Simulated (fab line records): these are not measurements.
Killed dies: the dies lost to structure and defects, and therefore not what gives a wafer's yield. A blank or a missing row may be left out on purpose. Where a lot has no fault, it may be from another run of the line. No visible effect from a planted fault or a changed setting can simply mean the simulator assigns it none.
Which tool was responsible?	flow sky130	39 wafers from 13 lots sampled at 6 of the route's 708 steps

WHAT EACH GAUGE READ, for each wafer
SKY_SD_P_CD_MEAS_07: target cd 380 nm. Usual: cd nm at 379.4 nm, with a standard deviation of 2.5.
lot	measured	on	cd nm (nm)	flag
L682	day 26 07:50	cd sem-02	378.1 379.8 381.7	
L685	day 27 19:41	cd sem-02	380.9 385.0 381.8	
L686	day 28 05:21	cd sem-01	375.7 375.8 375.1	
L687	day 28 09:11	cd sem-02	378.1 378.2 378.5	
L689	day 29 00:44	cd sem-01	376.4 376.2 375.2	
L690	day 29 06:50	cd sem-02	380.0 381.1 381.4	
L691	day 29 16:05	cd sem-02	380.4 379.3 381.2	
L692	day 30 02:50	cd sem-01	374.3 373.3 376.4	
L693	day 30 14:41	cd sem-02	383.0 384.8 385.1	
L694	day 30 17:43	cd sem-02	380.7 377.7 378.9	
L701	day 33 02:53	cd sem-01	380.7 380.5 378.5	
L702	day 33 10:41	cd sem-02	376.3 376.4 378.5	
L705	day 34 08:44	cd sem-02	379.7 380.4 380.7	

SKY_SD_P_OVL_MEAS_08. Usual: SD_P_OVL 0.7 nm, standard deviation 1.2.
lot	measured	on	SD_P_OVL (nm)	flag
L682	day 26 07:58	overlay-01	0.8 0.0 -1.3	
L685	day 27 19:46	overlay-02	-0.1 1.7 0.8	
L686	day 28 05:26	overlay-02	0.1 -1.2 2.4	
L687	day 28 09:19	overlay-01	0.4 -0.2 -0.8	
L689	day 29 00:52	overlay-02	-0.6 1.6 0.8	
L690	day 29 06:58	overlay-01	0.9 -0.3 1.0	
L691	day 29 16:13	overlay-01	2.9 1.4 0.0	
L692	day 30 02:58	overlay-01	-0.5 0.6 0.9	
L693	day 30 14:49	overlay-01	0.0 0.8 -0.8	
L694	day 30 17:49	overlay-01	0.7 0.1 -0.2	
L701	day 33 03:01	overlay-01	0.3 -1.1 -0.7	
L702	day 33 10:49	overlay-01	1.5 1.7 1.8	
L705	day 34 08:52	overlay-02	2.9 -1.6 -0.1	

SKY_SD_N_RS_MEAS_16: measurement is done with a four-point probe. Usual: SD_N_RS 68.55 ohm/sq, standard deviation 0.13.
lot	measured	on	SD_N_RS (ohm/sq)	flag
L682	day 28 18:23	film metro-02	68.68 68.59 68.72	
L685	day 30 07:07	film metro-01	68.39 68.55 68.65	
L686	day 30 15:40	film metro-02	68.81 68.96 68.85	
L687	day 30 19:26	film metro-04	68.54 68.71 68.48	
L689	day 31 10:41	film metro-04	68.56 68.65 68.49	
L690	day 31 17:23	film metro-04	68.46 68.55 68.54	
L691	day 32 02:35	film metro-04	68.36 68.35 68.47	
L692	day 32 12:02	film metro-01	68.86 68.72 68.64	
L693	day 33 01:32	film metro-02	68.71 68.80 68.74	
L694	day 33 03:34	film metro-01	68.67 68.72 68.56	
L701	day 35 12:50	film metro-04	71.58 71.63 71.76	OFF
L702	day 35 20:20	film metro-01	71.75 71.73 71.74	OFF
L705	day 36 19:05	film metro-01	68.58 68.45 68.50	

SKY_SD_N_RS_MEAS_17: measurement is done with a four-point probe. Usual: SD_P_RS 147.0 ohm/sq, standard deviation 0.37.
lot	measured	on	SD_P_RS (ohm/sq)	flag
L682	day 28 18:31	film metro-02	147.3 147.2 147.5	
L685	day 30 07:14	film metro-01	146.9 146.8 147.0	
L686	day 30 15:47	film metro-02	147.1 147.5 147.4	
L687	day 30 19:33	film metro-04	146.8 147.3 147.1	
L689	day 31 10:49	film metro-04	146.7 147.5 147.0	
L690	day 31 17:30	film metro-04	146.4 147.2 147.0	
L691	day 32 02:43	film metro-04	146.3 146.4 146.8	
L692	day 32 12:09	film metro-01	148.0 147.2 147.2	
L693	day 33 01:40	film metro-02	148.4 147.8 147.7	
L694	day 33 03:41	film metro-01	146.8 147.1 146.7	
L701	day 35 12:58	film metro-04	166.0 165.5 165.7	OFF
L702	day 35 20:27	film metro-01	165.9 165.8 165.6	OFF
L705	day 36 19:13	film metro-01	146.8 146.7 146.8	

SKY_LI_CONTACT_BOW_MEAS_03. Usual: LI_CONTACT_BOW 56 um, standard deviation 7.1.
lot	measured	on	LI_CONTACT_BOW (um)	flag
L682	day 28 19:14	film metro-01	54 55 58	
L685	day 30 07:58	film metro-02	53 61 63	
L686	day 30 16:30	film metro-04	59 44 56	
L687	day 30 20:16	film metro-04	53 68 55	
L689	day 31 11:32	film metro-04	55 52 42	
L690	day 31 18:13	film metro-01	47 43 59	
L691	day 32 03:42	film metro-04	49 69 58	
L692	day 32 12:52	film metro-04	61 51 55	
L693	day 33 02:23	film metro-01	49 54 44	
L694	day 33 04:31	film metro-01	62 50 59	
L701	day 35 13:41	film metro-01	75 50 61	
L702	day 35 21:10	film metro-01	57 69 54	
L705	day 36 19:56	film metro-02	53 65 58	

TOOL THAT RAN EACH LOT (tool first, then ch and the chambers of the sampled wafers, then the start)
lot	SKY_SD_N_RTA_14
L682	rtp anneal-02 ch 0, day 28 18:13
L685	rtp anneal-01 ch 0, day 30 06:56
L686	rtp anneal-02 ch 0, day 30 15:28
L687	rtp anneal-01 ch 0, day 30 19:16
L689	rtp anneal-01 ch 0, day 31 10:31
L690	rtp anneal-02 ch 0, day 31 17:13
L691	rtp anneal-01 ch 0, day 32 02:25
L692	rtp anneal-02 ch 0, day 32 11:52
L693	rtp anneal-01 ch 0, day 33 01:22
L694	rtp anneal-02 ch 0, day 33 03:22
L701	rtp anneal-02 ch 0, day 35 12:40
L702	rtp anneal-02 ch 0, day 35 20:10
L705	rtp anneal-01 ch 0, day 36 18:55
- SKY_SD_N_RTA_14: time 2 s.

AS READ BY THE TOOLS THEMSELVES (means over the sampled wafers that have a number; for cases with no such wafer, the mark the record gives instead)
SKY_SD_N_RTA_14. Usual: lamp power pct 15.74 %, standard deviation 0.052; wafer_temp_C_max 1078.2, standard deviation 1.4.
lot	tool	lamp power pct (%)	wafer_temp_C_max	flag
L682	rtp anneal-02	15.72	1078.3	
L685	rtp anneal-01	15.75	1079.0	
L686	rtp anneal-02	15.80	1077.5	
L687	rtp anneal-01	15.70	1077.6	
L689	rtp anneal-01	15.73	1078.0	
L690	rtp anneal-02	15.80	1077.1	
L691	rtp anneal-01	15.68	1077.5	
L692	rtp anneal-02	15.78	1078.9	
L693	rtp anneal-01	15.69	1078.7	
L694	rtp anneal-02	15.74	1077.7	
L701	rtp anneal-02	15.02	1080.2	OFF
L702	rtp anneal-02	14.99	1078.8	OFF
L705	rtp anneal-01	15.73	1078.4	

THE ANSWER, worked out from the rows above alone
Rule: a lot is off if the mean of its wafers that have a number lies more than 3 standard deviations from the usual mean. Also off: a lot with no number at a reading for which 4 or more lots have one. Where the step has rows for the other lots, those lots are counted as sound. First the gauges in route order, then the tools' own readings, where a lot's mean is used as printed above. At the first step where some lot is off, the reading lying furthest off is the one used; lots without a number count as furthest.
Off: at SKY_SD_N_RS_MEAS_16 (SD_N_RS), L701, L702.
A tool fits if, at a process step before that reading, it ran every lot that is off, and no sound lot after the first of them. The gauges at SKY_SD_N_RS_MEAS_16 aren't tried: what is off there is off at SKY_SD_N_RTA_14 too, on other tools, and a gauge's error can't cause that. One fits: rtp anneal-02 at SKY_SD_N_RTA_14. Its last sound lot is L694 (day 33 03:22), its first lot that is off L701 (day 35 12:40): a fault that began between those two fits.
On the lots that are off, the tool's own readings at SKY_SD_N_RTA_14 differ by more than 5 times the standard deviation of the sound lots' means, which bears it out; lamp power pct reads 15.00 % there versus 15.74 % on the sound lots.

WHAT THE SIMULATOR PUT IN
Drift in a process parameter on rtp anneal-02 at SKY_SD_N_RTA_14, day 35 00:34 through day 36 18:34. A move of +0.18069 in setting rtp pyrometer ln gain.
Struck lots among those shown: L701, L702. The rule above reached the same finding.
